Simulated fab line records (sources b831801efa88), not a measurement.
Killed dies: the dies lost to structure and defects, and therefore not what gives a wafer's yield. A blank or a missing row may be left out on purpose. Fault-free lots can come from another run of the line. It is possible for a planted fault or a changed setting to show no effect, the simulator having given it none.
Which tool is to blame? + flow sky130 + Sampling: 11 lots, 33 wafers, 3 of 708 route steps

== WHAT THE GAUGES READ, wafer by wafer ==
SKY_SONOS_TUNNEL_TW_MEAS_12.
| lot  | measured     | on            | SONOS_TUNNEL_TW   |
|------|--------------|---------------|-------------------|
| L815 | day 11 09:23 | film_metro-02 | 197.2 196.9 196.9 |
| L817 | day 12 06:44 | film_metro-02 | 197.8 196.3 195.8 |
| L820 | day 13 02:42 | film_metro-04 | 198.6 197.5 198.0 |
| L821 | day 13 15:29 | film_metro-04 | 197.6 197.7 197.3 |
| L824 | day 14 12:12 | film_metro-04 | 196.8 196.1 197.6 |
| L828 | day 15 23:41 | film_metro-01 | 155.5 154.5 154.9 |
| L829 | day 16 12:34 | film_metro-02 | 152.5 152.0 152.4 |
| L831 | day 16 19:29 | film_metro-01 | 155.6 155.2 154.9 |
| L835 | day 18 10:10 | film_metro-04 | 198.5 197.1 197.4 |
| L836 | day 19 00:11 | film_metro-02 | 195.9 197.3 196.1 |
| L837 | day 19 01:50 | film_metro-02 | 197.3 196.8 196.5 |

== EACH LOT AND THE TOOL THAT RAN IT (in order: tool; ch and the chambers of the sampled wafers; start) ==
| lot  | SKY_VT_ADJUST_NCORE_STRIP_10         | SKY_SONOS_TUNNEL_IMPLANT_09     |
|------|--------------------------------------|---------------------------------|
| L815 | plasma_asher-01 ch 0,1, day 8 17:16  | implanter-01 ch 0, day 11 08:53 |
| L817 | plasma_asher-01 ch 0,1, day 9 09:46  | implanter-02 ch 0, day 12 06:19 |
| L820 | plasma_asher-01 ch 0,1, day 10 04:13 | implanter-01 ch 0, day 13 02:17 |
| L821 | plasma_asher-04 ch 0,1, day 10 14:01 | implanter-01 ch 0, day 13 15:04 |
| L824 | plasma_asher-01 ch 0, day 11 08:25   | implanter-01 ch 0, day 14 11:47 |
| L828 | plasma_asher-01 ch 0,1, day 12 14:10 | implanter-01 ch 0, day 15 23:16 |
| L829 | plasma_asher-04 ch 0,1, day 13 02:10 | implanter-01 ch 0, day 16 12:08 |
| L831 | plasma_asher-01 ch 0,1, day 13 09:46 | implanter-01 ch 0, day 16 19:04 |
| L835 | plasma_asher-01 ch 0,1, day 14 18:21 | implanter-02 ch 0, day 18 09:41 |
| L836 | plasma_asher-04 ch 0,1, day 15 07:07 | implanter-02 ch 0, day 18 23:46 |
| L837 | plasma_asher-01 ch 0,1, day 15 09:17 | implanter-02 ch 0, day 19 01:24 |
- SKY_VT_ADJUST_NCORE_STRIP_10: strips in O2/N2.
- SKY_SONOS_TUNNEL_IMPLANT_09

== THE ANSWER, worked out from the rows above alone ==
Rule: the usual values come from the lots themselves. The widest of any qualifying gaps counts: lots, ordered by their means at a reading, are off when they make up no more than a third of the lots, leave a main group of 4 or more, and stand apart from it by 3 or more times the standard deviation of that group's means. Not used: any main group whose means are identical at the precision the tables above print for the reading. Also off: a lot with no number at a reading for which 4 or more lots have one. All remaining lots with rows at the step are treated as sound.
Off: L828, L829, L831, at SKY_SONOS_TUNNEL_TW_MEAS_12 (SONOS_TUNNEL_TW). The main group has a mean of 197.1 with a standard deviation of 0.52.
If a tool, at a process step before that reading, ran all the lots that are off and no sound lot after the first of them, it fits. The gauges at SKY_SONOS_TUNNEL_TW_MEAS_12 are tried like those tools. One fits: implanter-01 at SKY_SONOS_TUNNEL_IMPLANT_09. A fault onset in the window from L824 (day 14 11:47, its last sound lot) to L828 (day 15 23:16, its first lot off) fits.

== WHAT WAS PUT IN BY THE SIMULATOR ==
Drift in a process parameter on implanter-01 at SKY_SONOS_TUNNEL_IMPLANT_09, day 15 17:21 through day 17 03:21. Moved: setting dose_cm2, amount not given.
Lots struck among those shown: L828, L829, L831. The rule above found the same.
